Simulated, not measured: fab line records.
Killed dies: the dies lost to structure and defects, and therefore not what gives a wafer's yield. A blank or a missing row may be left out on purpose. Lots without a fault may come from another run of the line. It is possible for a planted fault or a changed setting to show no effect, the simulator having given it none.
A struck lot beside a sound one :: flow gf180mcu :: 15 steps out of a route of 602
Sound: wafers L981.1, L981.4, L981.5. Wafers L985.1, L985.2, L985.3 were the ones struck. The cause is given at the end.
For every step that has rows: the tool of each side, followed by ch and its chambers, followed by its first start. Under that, the readings that differ: sound wafers :: struck wafers :: difference of the means :: sigmas: that difference in standard deviations of wafers without a fault.
alike: readings with means less than 2 such deviations apart, plus words and numbers identical on both sides. not compared: withheld readings, readings lacking a value on some wafer, bounds such as >300 that could conceal the same value, and numbers that have no deviation in the record and whose values overlap.
The two part at a step that has a row with sigmas, a row that says differs or no value, or rows on one side only. When numbers do not overlap yet have no deviation, they are printed without sigmas and do not part them. A reading that every wafer of one side lacks parts them only if that side has two wafers or more.

GF_M4_SPUTTER_04: material TiN, target thk 50 nm, time 41.7 s.
  struck on pvdSputter-04, day 24 08:16; sound on pvdSputter-02, day 22 16:49
  alike: throttleValvePct
GF_M4_RS_MEAS_05: measures by four-point-probe.
  struck on filmMetro-02, day 24 08:18; sound on filmMetro-04, day 22 16:52
  alike: M4_ALCU_RS
GF_M4_THK_MEAS_06: measures by xrf.
  struck on filmMetro-02, day 24 08:25; sound on filmMetro-04, day 22 16:59
  alike: M4_ALCU_THK
then, 7 steps without rows for these wafers: GF_M4_DEHYDRATE_07 (time 60 s); GF_M4_HMDS_08 (prime time 60 s); GF_M4_COAT_09 (resist thk 1000 nm); GF_M4_SOFTBAKE_10 (time 60 s); GF_M4_EXPOSE_11 (exposes mask Metal4, target cd 280 nm); GF_M4_PEB_12 (peb time 90 s); GF_M4_DEVELOP_13 (develop time 60 s).
GF_M4_CD_MEAS_14 targets a cd of 280 nm.
  struck on cdSem-02, day 25 05:55; sound on cdSem-01, day 23 16:04
  alike: cdNm
GF_M4_OVL_MEAS_15:
  struck on overlay-01, day 25 06:02; sound on overlay-02, day 23 16:11
  alike: M4_OVL
GF_M4_METAL_ETCH_16: etches the open film in Cl2/BCl3, stops on SiO2, target depth 750.8 nm, time 125.1 s.
  sound on rieMetal-03 ch 0,1, day 23 16:13; struck on rieMetal-03 ch 1, day 25 06:04
reading: oesProductAu (a.u.)
sound: 0.996 0.984 0.979
struck: 0.923 0.916 0.917
difference: -0.068
sigmas: -11

reading: throttleValvePct (%)
sound: 28.225 28.226 28.235
struck: 28.293 28.314 28.322
difference: +0.081
sigmas: +8

reading: model.KrF_of_M4_COAT_09.thkNm (nm)
sound: 689.2 691.3 697.6
struck: 722 720.2 721.8
difference: +29
sigmas: 
  alike: bcl3FlowSccm, drypumpMotorCurrentA, mfcCl2Sccm
  not compared: rfHoursCounterH
GF_M4_STRIP_17: strips in O2/N2.
  sound on plasmaAsher-02 ch 1, day 23 16:21; struck on plasmaAsher-04 ch 0,1, day 25 06:20
reading: heaterPowerW (W)
sound: 404 401 408
struck: 294 368 295
difference: -85
sigmas: -3

reading: stripTimeToEndpointS (s)
sound: 7.43 7.45 7.52
struck: 7.74 7.73 7.75
difference: +0.27
sigmas: +4
  alike: drypumpMotorCurrentA, oesProductAu
  not compared: rfHoursCounterH
then, 1 step without rows for these wafers: GF_M4_STRIP_18 (strips in post etch residue remover, time 1200 s).

## WHERE THEY PART
At GF_M4_METAL_ETCH_16 first; at GF_M4_STRIP_17 last (within this record only).

WHY: what the simulator had put in
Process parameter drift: rieMetal-03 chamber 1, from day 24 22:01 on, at GF_M4_METAL_ETCH_16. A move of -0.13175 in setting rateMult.
